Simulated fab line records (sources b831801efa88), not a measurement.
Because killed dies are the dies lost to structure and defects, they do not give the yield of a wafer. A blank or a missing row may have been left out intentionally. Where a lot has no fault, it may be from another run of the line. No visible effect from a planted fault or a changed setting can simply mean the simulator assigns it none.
fab line records	flow gf180mcu	part 1 of 2: steps 1 to 23 of 33
[record] lots = 5	wafers = 15	lastDay = 34
route steps=602 shown STI@4 DNWELL@32
lots with no fault: from the same line, run without faults
startH: hours from the record's opening day to when the first of the lot's shown wafers began	waitH: hours from the lot's prior step to this one	" as in the row above	L1.1+2: several wafers, shown together as one row	- value missing, or start not given	* or withheld: withheld	< > ~ a bound
route shown NAME@n: NAME is a module with steps in the file, n the number in the route of the first one	usual: mean/standard deviation taken from wafers without a fault	same: alike in all rows	chamber/n: place in a boat	sites: per-site readings	_std_site: the values' standard deviation	_edge_site: inner sites' mean taken away from outer sites' mean	radiusMm: how far each site lies from the wafer's centre	mask NAME#n: copy n	behind: the tool/chamber that last shaped the wafer	hold: cause of the lot's hold/its duration in hours/its outcome	device: names the non-switching transistor (n, p or np)	end of line: tests run on the same wafers once the route is complete	a step with no rows: only its recipe	killed: count of dies lost to structure and defects at first sort (not the wafer's yield)	map: dies across one wafer; x = killed, . = not, _ = none there
set.NAME: the setting as run; set.NAME@STEP: as run at that earlier step	model.NAME: the simulator's own value behind a step, which no gauge read
lots at selected steps of the route; one table per step, one row per wafer
services: a tool's chamber out of use, with start hour (startH, from the record's first day; less than 0 if before it), hours out, and reason
[[steps]]
[step GF_STI_CVD_03]
[recipe] material = Si3N4	precursor = DCS/NH3	targetThkNm = 207.16	tempC = 770	timeS = 3551	pressureMtorr = 250
lot.wafer	tool	chamber	startH	waitH
L077.2+4+5	lpcvd-02	1	27.39	0.0
L082.1+5+6	lpcvd-01	1	54.49	0.1
L089.2+3+5	lpcvd-01	1	86.57	0.0
L093.2+4+6	lpcvd-02	0	106.79	0.0
L095.1+3+5	lpcvd-01	1	117.29	0.1
[step GF_STI_THK_MEAS_04]
[recipe] reads = Si3N4_of_STI_CVD_03
[usual] STI_CVD_03_THK = 206.6/2.2
lot.wafer	tool	chamber	startH	waitH	STI_CVD_03_THK[nm]
L077.2	filmMetro-04	-	29.39	0.0	206.0
L077.4	"	-	"	"	205.0
L077.5	"	-	"	"	203.7
L082.1	filmMetro-04	-	56.48	0.0	211.9
L082.5	"	-	"	"	211.6
L082.6	"	-	"	"	211.9
L089.2	filmMetro-01	-	88.57	0.0	205.2
L089.3	"	-	"	"	206.4
L089.5	"	-	"	"	205.7
L093.2	filmMetro-03	-	108.79	0.0	206.2
L093.4	"	-	"	"	207.3
L093.6	"	-	"	"	206.6
L095.1	filmMetro-01	-	119.27	0.0	206.0
L095.3	"	-	"	"	202.9
L095.5	"	-	"	"	205.1
[step GF_STI_DEHYDRATE_05]
[recipe] tempC = 200	timeS = 60
[usual] chillPlateTempC = 22.99/0.093	heaterPowerTotalW = 160.36/0.12
lot.wafer	tool	chamber	startH	waitH	chillPlateTempC	heaterPowerTotalW
L077.2	lithoTrack-04	0	34.58	5.2	22.92	160.43
L077.4	"	0	"	"	23.12	160.57
L077.5	"	0	"	"	22.94	160.43
L082.1	lithoTrack-03	0	62.22	5.7	23.13	160.31
L082.5	"	0	"	"	22.87	160.38
L082.6	"	0	"	"	23.04	160.57
L089.2	lithoTrack-03	0	94.35	5.8	23.00	160.18
L089.3	"	0	"	"	23.10	160.54
L089.5	"	0	"	"	22.97	160.28
L093.2	lithoTrack-02	0	115.60	6.8	23.11	160.42
L093.4	"	0	"	"	22.99	160.18
L093.6	"	0	"	"	23.12	160.30
L095.1	lithoTrack-04	0	125.70	6.4	22.92	160.42
L095.3	"	0	"	"	22.89	160.46
L095.5	"	0	"	"	22.81	160.32
[step GF_STI_HMDS_06]
[recipe] primeTimeS = 60	primeTempC = 120
[usual] chillPlateTempC = 22.99/0.095
lot.wafer	tool	chamber	startH	waitH	chillPlateTempC
L077.2	lithoTrack-04	0	34.73	0.1	23.07
L077.4	"	0	"	"	23.09
L077.5	"	0	"	"	23.02
L082.1	lithoTrack-03	0	62.37	0.1	23.06
L082.5	"	0	"	"	22.93
L082.6	"	0	"	"	22.86
L089.2	lithoTrack-03	0	94.50	0.1	23.05
L089.3	"	0	"	"	23.02
L089.5	"	0	"	"	22.96
L093.2	lithoTrack-02	0	115.75	0.1	23.00
L093.4	"	0	"	"	23.11
L093.6	"	0	"	"	23.16
L095.1	lithoTrack-04	0	125.85	0.1	22.96
L095.3	"	0	"	"	23.17
L095.5	"	0	"	"	23.12
[step GF_STI_COAT_07]
[recipe] resist = KrF	spinRpm = withheld	resistThkNm = 700
[usual] chillPlateTempC = 23.00/0.1
lot.wafer	tool	chamber	startH	waitH	chillPlateTempC
L077.2	lithoTrack-04	0	34.88	0.1	23.01
L077.4	"	0	"	"	22.93
L077.5	"	0	"	"	23.11
L082.1	lithoTrack-03	0	62.52	0.1	22.94
L082.5	"	0	"	"	23.10
L082.6	"	0	"	"	22.89
L089.2	lithoTrack-03	0	94.65	0.1	22.99
L089.3	"	0	"	"	23.16
L089.5	"	0	"	"	22.90
L093.2	lithoTrack-02	0	115.90	0.1	22.97
L093.4	"	0	"	"	22.94
L093.6	"	0	"	"	22.96
L095.1	lithoTrack-04	0	126.00	0.1	22.95
L095.3	"	0	"	"	23.06
L095.5	"	0	"	"	23.09
[step GF_STI_SOFTBAKE_08]
[recipe] tempC = 130	timeS = 60	resist = KrF
[usual] chillPlateTempC = 23.02/0.1	heaterPowerTotalW = 93.05/0.062
lot.wafer	tool	chamber	startH	waitH	chillPlateTempC	heaterPowerTotalW
L077.2	lithoTrack-04	0	35.03	0.1	23.28	93.06
L077.4	"	0	"	"	23.06	93.04
L077.5	"	0	"	"	23.24	93.01
L082.1	lithoTrack-03	0	62.67	0.1	22.92	93.09
L082.5	"	0	"	"	22.90	93.07
L082.6	"	0	"	"	22.98	92.92
L089.2	lithoTrack-03	0	94.80	0.1	23.05	93.13
L089.3	"	0	"	"	23.00	92.95
L089.5	"	0	"	"	23.17	93.02
L093.2	lithoTrack-02	0	116.05	0.1	22.91	93.03
L093.4	"	0	"	"	23.01	92.93
L093.6	"	0	"	"	22.91	93.02
L095.1	lithoTrack-04	0	126.15	0.1	22.82	93.09
L095.3	"	0	"	"	22.83	93.09
L095.5	"	0	"	"	22.90	93.06
[step GF_STI_EXPOSE_09]
[recipe] maskId = COMP	targetCdNm = 220	na = 0.68	sourceShape = conventional	sigmaOuter = 0.6	doseMj = 28
[usual] reticleTempC = 23.00/0.095
lot.wafer	tool	chamber	startH	waitH	mask	reticleTempC
L077.2	krfScanner-02	0	-	-	COMP#0	22.99
L077.4	"	0	"	"	COMP#0	22.99
L077.5	"	0	"	"	COMP#0	23.07
L082.1	krfScanner-02	0	-	-	COMP#0	23.03
L082.5	"	0	"	"	COMP#0	23.02
L082.6	"	0	"	"	COMP#0	23.04
L089.2	krfScanner-02	0	-	-	COMP#0	23.03
L089.3	"	0	"	"	COMP#0	23.07
L089.5	"	0	"	"	COMP#0	22.99
L093.2	krfScanner-01	0	-	-	COMP#0	23.16
L093.4	"	0	"	"	COMP#0	23.10
L093.6	"	0	"	"	COMP#0	22.93
L095.1	krfScanner-01	0	-	-	COMP#0	23.17
L095.3	"	0	"	"	COMP#0	23.14
L095.5	"	0	"	"	COMP#0	23.01
[step GF_STI_PEB_10]
[recipe] pebTempC = 135	pebTimeS = 90	resist = KrF
[usual] chillPlateTempC = 23.04/0.095	heaterPowerTotalW = 85.70/0.081
lot.wafer	tool	chamber	startH	waitH	chillPlateTempC	heaterPowerTotalW
L077.2	lithoTrack-02	0	-	-	23.00	85.76
L077.4	"	0	"	"	23.10	85.85
L077.5	"	0	"	"	23.08	85.66
L082.1	lithoTrack-02	0	-	-	23.11	85.64
L082.5	"	0	"	"	23.01	85.72
L082.6	"	0	"	"	23.13	85.76
L089.2	lithoTrack-02	0	-	-	22.93	85.66
L089.3	"	0	"	"	23.19	85.79
L089.5	"	0	"	"	22.91	85.75
L093.2	lithoTrack-02	0	-	-	23.12	85.70
L093.4	"	0	"	"	23.08	85.77
L093.6	"	0	"	"	23.16	85.76
L095.1	lithoTrack-02	0	-	-	23.16	85.78
L095.3	"	0	"	"	23.13	85.71
L095.5	"	0	"	"	23.16	85.79
[step GF_STI_DEVELOP_11]
[recipe] developTimeS = 58.55	devTempC = 21
[usual] chillPlateTempC = 23.01/0.1
lot.wafer	tool	chamber	startH	waitH	chillPlateTempC
L077.2	lithoTrack-02	0	41.60	0.2	22.94
L077.4	"	0	"	"	23.08
L077.5	"	0	"	"	23.00
L082.1	lithoTrack-02	0	68.98	0.2	23.03
L082.5	"	0	"	"	22.92
L082.6	"	0	"	"	23.05
L089.2	lithoTrack-02	0	102.25	0.2	22.98
L089.3	"	0	"	"	22.93
L089.5	"	0	"	"	23.00
L093.2	lithoTrack-02	0	123.10	0.2	23.01
L093.4	"	0	"	"	23.02
L093.6	"	0	"	"	22.97
L095.1	lithoTrack-02	0	134.02	0.2	22.96
L095.3	"	0	"	"	22.99
L095.5	"	0	"	"	23.07
[step GF_STI_CD_MEAS_12]
[recipe] targetCdNm = 220
[usual] cdNm = 220.3/1.3
lot.wafer	tool	chamber	startH	waitH	cdNm
L077.2	cdSem-02	-	41.75	0.1	222.0
L077.4	"	-	"	"	221.7
L077.5	"	-	"	"	222.2
L082.1	cdSem-01	-	69.13	0.1	218.6
L082.5	"	-	"	"	219.5
L082.6	"	-	"	"	219.1
L089.2	cdSem-01	-	102.40	0.1	219.8
L089.3	"	-	"	"	221.0
L089.5	"	-	"	"	220.2
L093.2	cdSem-02	-	123.25	0.1	221.2
L093.4	"	-	"	"	220.8
L093.6	"	-	"	"	221.6
L095.1	cdSem-02	-	134.17	0.1	219.3
L095.3	"	-	"	"	219.7
L095.5	"	-	"	"	219.8
[step GF_STI_ETCH_13]
[recipe] chemistry = CHF3/O2	stopOn = Si	overEtchFrac = 0.3	targetDepthA = 2823.1	sourceW = 600	biasW = 200	pressureMtorr = 40	chf3FlowSccm = 50	O2_flow_sccm = 5	timeS = 112.9
[usual] biasW = 200.0/0.59	chamberPressureMTorr = 40.00/0.038	drypumpMotorCurrentA = 5.9/0.53	oesProductAu = 0.831/0.0066	rfFwdPowerW = 596.5/2.1	throttleValvePct = 8.810/0.0086
lot.wafer	tool	chamber	startH	waitH	biasW	chamberPressureMTorr	drypumpMotorCurrentA	oesProductAu	rfFwdPowerW	rfHoursCounterH	throttleValvePct
L077.2	rieDiel-03	0	41.85	0.1	199.5	39.99	5.4	0.835	597.8	9	8.820
L077.4	"	2	"	"	200.4	39.95	6.2	0.825	594.7	36	8.807
L077.5	"	0	"	"	199.6	40.01	5.4	0.830	596.2	-	8.796
L082.1	rieDiel-01	1	69.25	0.1	199.9	40.05	4.8	0.841	596.9	91	8.816
L082.5	"	1	"	"	199.5	40.06	4.8	0.843	598.0	-	8.836
L082.6	"	0	"	"	199.5	40.03	6.3	0.843	595.5	-	8.806
L089.2	rieDiel-01	3	102.50	0.1	199.9	40.03	6.0	0.829	597.1	1	8.815
L089.3	"	0	"	"	200.2	40.03	6.3	0.836	595.9	17	8.815
L089.5	"	0	"	"	200.0	39.97	6.3	0.830	599.9	-	8.791
L093.2	rieDiel-01	0	123.35	0.1	200.8	39.99	6.3	0.837	597.0	18	8.815
L093.4	"	3	"	"	200.4	40.01	6.0	0.834	597.8	1	8.801
L093.6	"	1	"	"	199.9	39.99	4.8	0.828	594.2	-	8.795
L095.1	rieDiel-03	2	134.29	0.1	199.4	40.01	6.2	0.827	597.9	38	8.799
L095.3	"	1	"	"	198.8	40.02	6.7	0.824	598.4	4	8.818
L095.5	"	2	"	"	200.1	39.96	6.2	0.819	593.2	-	8.821
[step GF_STI_ETCH_14]
[recipe] target = Si	chemistry = HBr/Cl2/O2	targetDepthNm = 360	icpW = 600	biasW = 150	pressureMtorr = 15	HBr_flow_sccm = 150	Cl2_flow_sccm = 40	O2_flow_sccm = 6	timeS = 102.9
[usual] biasW = 150.0/0.41	chamberPressureMTorr = 14.998/0.013	drypumpMotorCurrentA = 5.55/0.3	oesProductAu = 1.001/0.0081	rfFwdPowerW = 596.2/2.2	throttleValvePct = 25.655/0.0096
lot.wafer	tool	chamber	startH	waitH	biasW	chamberPressureMTorr	drypumpMotorCurrentA	oesProductAu	rfFwdPowerW	rfHoursCounterH	throttleValvePct
L077.2	rieSi-02	2	41.93	0.0	148.8	15.009	5.26	1.006	596.2	34	25.663
L077.4	"	3	"	"	149.8	15.044	5.15	1.014	597.3	122	25.634
L077.5	"	2	"	"	149.6	15.011	5.28	1.006	595.4	-	25.664
L082.1	rieSi-01	2	69.33	0.0	149.9	15.003	5.57	1.004	596.9	71	25.646
L082.5	"	2	"	"	150.4	14.998	5.57	0.999	596.6	-	25.648
L082.6	"	3	"	"	150.2	15.029	5.77	1.006	595.1	-	25.662
L089.2	rieSi-01	1	102.61	0.1	150.5	15.000	6.14	0.983	592.6	4	25.656
L089.3	"	3	"	"	149.7	14.992	5.76	0.999	599.7	85	25.661
L089.5	"	1	"	"	150.1	14.986	6.20	0.982	595.1	-	25.656
L093.2	rieSi-01	0	123.42	0.0	150.3	15.002	5.54	0.993	595.7	23	25.658
L093.4	"	2	"	"	150.7	14.995	5.55	1.003	597.0	72	25.649
L093.6	"	2	"	"	150.3	15.009	5.57	0.990	596.3	-	25.670
L095.1	rieSi-02	2	134.37	0.0	150.7	15.004	5.26	1.004	593.4	35	25.664
L095.3	"	1	"	"	150.1	14.987	5.52	0.991	594.3	41	25.653
L095.5	"	1	"	"	150.2	15.019	5.55	1.001	592.1	-	25.634
[step GF_STI_STRIP_15]
[recipe] chemistry = O2/N2	powerW = 1400	pressureMtorr = 1500	platenTempC = 250	o2FlowSccm = 3000	n2FlowSccm = 300	overashFraction = 0.5
[usual] chamberPressureMTorr = 1500.1/1.4	drypumpMotorCurrentA = 5.8/0.4	heaterPowerW = 360/40	n2FlowSccm = 300.0/0.89	oesProductAu = 0.384/0.0048	platenTempC = 250.01/0.18	stripTimeToEndpointS = 3.73/0.036
lot.wafer	tool	chamber	startH	waitH	chamberPressureMTorr	drypumpMotorCurrentA	heaterPowerW	n2FlowSccm	oesProductAu	platenTempC	rfHoursCounterH	stripTimeToEndpointS
L077.2	plasmaAsher-01	1	42.00	0.0	1502.1	5.1	406	299.4	0.385	249.87	23	3.70
L077.4	"	1	"	"	1499.0	5.1	387	299.9	0.387	250.02	-	3.71
L077.5	"	1	"	"	1499.6	5.1	369	299.1	0.368	249.83	-	3.74
L082.1	plasmaAsher-02	1	69.40	0.0	1500.0	6.3	422	299.3	0.391	249.94	39	3.75
L082.5	"	1	"	"	1502.3	6.3	419	299.4	0.387	249.82	-	3.76
L082.6	"	0	"	"	1498.7	5.9	363	300.3	0.388	249.78	-	3.75
L089.2	plasmaAsher-03	1	102.69	0.0	1501.1	6.0	318	300.9	0.382	249.98	43	3.72
L089.3	"	1	"	"	1500.8	5.9	315	300.2	0.382	250.23	-	3.77
L089.5	"	1	"	"	1499.7	5.9	307	299.1	0.389	249.75	-	3.77
L093.2	plasmaAsher-03	1	123.50	0.0	1500.7	5.9	323	299.7	0.380	250.12	46	3.79
L093.4	"	0	"	"	1499.4	6.1	357	299.7	0.388	250.17	-	3.74
L093.6	"	1	"	"	1499.3	5.9	309	299.9	0.388	249.72	-	3.85
L095.1	plasmaAsher-01	1	134.45	0.0	1499.1	5.1	377	301.4	0.374	250.40	33	3.70
L095.3	"	0	"	"	1498.1	5.6	309	299.2	0.379	250.08	-	3.75
L095.5	"	1	"	"	1498.0	5.1	372	301.8	0.387	250.18	-	3.76
[step GF_STI_CLEAN_16]
[recipe] chemistry = dHF	timeS = 25	dilution = 100:1
lot.wafer	tool	chamber	startH	waitH
L077.2+4+5	wetBench-01	0	42.10	0.1
L082.1+5+6	wetBench-03	1	69.50	0.1
L089.2+3+5	wetBench-01	2	102.79	0.1
L093.2+4+6	wetBench-02	0	123.60	0.1
L095.1+3+5	wetBench-03	2	134.55	0.1
[step GF_STI_WET_ETCH_17]
[recipe] chemistry = H3PO4	targetDepthNm = 45	tempC = 160	target = Si3N4	timeS = 514
[usual] bathGuardTempC = 160.4/0.59
lot.wafer	tool	chamber	startH	waitH	bathGuardTempC
L077.2	wetBench-03	3	42.12	0.0	161.4
L077.4	"	3	"	"	160.8
L077.5	"	3	"	"	161.0
L082.1	wetBench-01	0	69.53	0.0	160.6
L082.5	"	0	"	"	160.7
L082.6	"	0	"	"	160.6
L089.2	wetBench-02	2	102.82	0.0	160.0
L089.3	"	2	"	"	160.3
L089.5	"	2	"	"	160.5
L093.2	wetBench-03	0	123.62	0.0	159.2
L093.4	"	0	"	"	159.3
L093.6	"	0	"	"	159.9
L095.1	wetBench-02	1	134.56	0.0	160.7
L095.3	"	1	"	"	160.8
L095.5	"	1	"	"	160.9
[step GF_STI_CLEAN_18]
[recipe] chemistry = SC1/SC2	mix = 1:4:20	tempC = 70	timeS = 150
[usual] bathGuardTempC = 70.2/0.72
lot.wafer	tool	chamber	startH	waitH	bathGuardTempC
L077.2	wetBench-02	3	42.30	0.0	71.2
L077.4	"	3	"	"	70.8
L077.5	"	3	"	"	70.7
L082.1	wetBench-02	1	69.68	0.0	70.9
L082.5	"	1	"	"	70.6
L082.6	"	1	"	"	70.7
L089.2	wetBench-03	0	103.00	0.0	69.4
L089.3	"	0	"	"	69.2
L089.5	"	0	"	"	69.3
L093.2	wetBench-02	2	123.78	0.0	70.1
L093.4	"	2	"	"	70.6
L093.6	"	2	"	"	69.9
L095.1	wetBench-03	3	134.73	0.0	71.1
L095.3	"	3	"	"	70.9
L095.5	"	3	"	"	70.9
[step GF_STI_CLEAN_19]
[recipe] chemistry = dHF	timeS = 20	dilution = 100:1
lot.wafer	tool	chamber	startH	waitH
L077.2+4+5	wetBench-03	0	42.35	0.0
L082.1+5+6	wetBench-03	0	69.73	0.0
L089.2+3+5	wetBench-01	0	103.05	0.0
L093.2+4+6	wetBench-01	3	123.84	0.0
L095.1+3+5	wetBench-01	3	134.78	0.0
[step GF_STI_WET_ETCH_20]
[recipe] chemistry = dHF	dilution = 100:1	targetDepthNm = 20	tempC = 25	dry = ipaMarangoni	target = SiO2	timeS = 400
lot.wafer	tool	chamber	startH	waitH
L077.2+4+5	wetBench-01	0	42.36	0.0
L082.1+5+6	wetBench-01	3	69.76	0.0
L089.2+3+5	wetBench-02	3	103.08	0.0
L093.2+4+6	wetBench-03	2	123.85	0.0
L095.1+3+5	wetBench-02	1	134.79	0.0
[step GF_STI_OXIDATION_21]
[recipe] tempC = 1000	ambient = O2	stabiliseS = 600	purgeS = 300	targetThkA = 150	oxTimeS = 458
[usual] tube_center_temp_C_max = 1002.5/0.44
[same] purgeS = 300
lot.wafer	tool	chamber	startH	waitH	tube_center_temp_C_max
L077.2	furnace-02	0	42.84	0.3	1002.6
L077.4	"	0	"	"	1002.9
L077.5	"	0	"	"	1002.9
L082.1	furnace-02	0	69.88	0.0	1002.4
L082.5	"	0	"	"	1002.7
L082.6	"	0	"	"	1002.0
L089.2	furnace-02	0	103.22	0.0	1002.0
L089.3	"	0	"	"	1002.3
L089.5	"	0	"	"	1002.8
L093.2	furnace-02	0	124.69	0.7	1002.7
L093.4	"	0	"	"	1003.1
L093.6	"	0	"	"	1002.5
L095.1	furnace-01	0	136.22	1.3	1002.3
L095.3	"	0	"	"	1002.2
L095.5	"	0	"	"	1002.3
[step GF_STI_THK_MEAS_22]
[recipe] reads = SiO2_of_STI_OXIDATION_21
[usual] STI_OXIDATION_01_THK = 14.88/0.22
lot.wafer	tool	chamber	startH	waitH	STI_OXIDATION_01_THK[nm]
L077.2	filmMetro-04	-	43.98	0.0	14.58
L077.4	"	-	"	"	14.62
L077.5	"	-	"	"	14.75
L082.1	filmMetro-01	-	71.01	0.0	14.72
L082.5	"	-	"	"	14.91
L082.6	"	-	"	"	14.73
L089.2	filmMetro-01	-	104.36	0.0	15.18
L089.3	"	-	"	"	15.10
L089.5	"	-	"	"	14.94
L093.2	filmMetro-01	-	125.83	0.0	15.05
L093.4	"	-	"	"	14.99
L093.6	"	-	"	"	15.08
L095.1	filmMetro-04	-	137.35	0.0	14.78
L095.3	"	-	"	"	14.84
L095.5	"	-	"	"	14.82
[step GF_STI_CVD_23]
[recipe] material = SiO2	targetThkNm = 650	sigmaOpenFrac = 0.3	timeS = 108.3	tempC = 600	sih4FlowSccm = 60	pressureMtorr = 6
lot.wafer	tool	chamber	startH	waitH
L077.2+4+5	hdpcvd-01	0,0,1	44.03	0.0
L082.1+5+6	hdpcvd-01	1,2,1	71.07	0.1
L089.2+3+5	hdpcvd-01	0,1,1	104.41	0.0
L093.2+4+6	hdpcvd-01	1,1,2	125.88	0.0
L095.1+3+5	hdpcvd-02	1,2,2	137.41	0.1
[step GF_STI_THK_MEAS_24]
[recipe] reads = SiO2_of_STI_CVD_23
[usual] STI_CVD_23_THK = 648/5.2
lot.wafer	tool	chamber	startH	waitH	STI_CVD_23_THK[nm]
L077.2	filmMetro-04	-	44.12	0.0	651
L077.4	"	-	"	"	648
L077.5	"	-	"	"	646
L082.1	filmMetro-03	-	71.14	0.0	649
L082.5	"	-	"	"	644
L082.6	"	-	"	"	646
L089.2	filmMetro-01	-	104.50	0.0	646
L089.3	"	-	"	"	644
L089.5	"	-	"	"	646
L093.2	filmMetro-04	-	125.97	0.0	654
L093.4	"	-	"	"	660
L093.6	"	-	"	"	656
L095.1	filmMetro-01	-	137.49	0.0	654
L095.3	"	-	"	"	649
L095.5	"	-	"	"	648
[step GF_STI_CMP_25]
[recipe] stopOn = Si3N4	tOverpolishS = 31.66	downForcePsi = 4	platenRpm = 60	targetThkNm = 524.6	padVelocityMS = 0.94248
[usual] motorCurrentA = 12.7/0.7	overpolishRunS = 31.658/0.0096	platenRpm = 60.00/0.043	timeToEndpointS = 123.1/2.9
[same] tOverpolishS = 31.66
lot.wafer	tool	chamber	startH	waitH	motorCurrentA	overpolishRunS	platenRpm	timeToEndpointS
L077.2	cmp-01	2	44.17	0.0	11.9	31.659	59.98	123.5
L077.4	"	3	"	"	11.2	31.660	59.97	119.2
L077.5	"	3	"	"	11.6	31.655	59.98	119.6
L082.1	cmp-02	1	73.80	2.7	13.5	31.664	60.04	120.1
L082.6	"	2	"	"	13.0	31.653	60.07	123.2
L082.5	"	3	"	"	11.9	31.671	60.02	117.5
L089.3	cmp-02	0	104.55	0.0	12.5	31.649	59.97	116.4
L089.2	"	1	"	"	13.4	31.644	60.03	119.8
L089.5	"	0	"	"	12.5	31.667	60.11	117.6
L093.4	cmp-01	2	126.35	0.3	11.8	31.646	60.05	126.2
L093.2	"	3	"	"	11.1	31.665	59.95	127.1
L093.6	"	0	"	"	13.2	31.651	59.98	127.9
L095.1	cmp-02	2	137.65	0.1	13.4	31.666	59.97	128.8
L095.3	"	3	"	"	12.8	31.653	59.96	119.9
L095.5	"	0	"	"	11.9	31.665	60.05	125.8
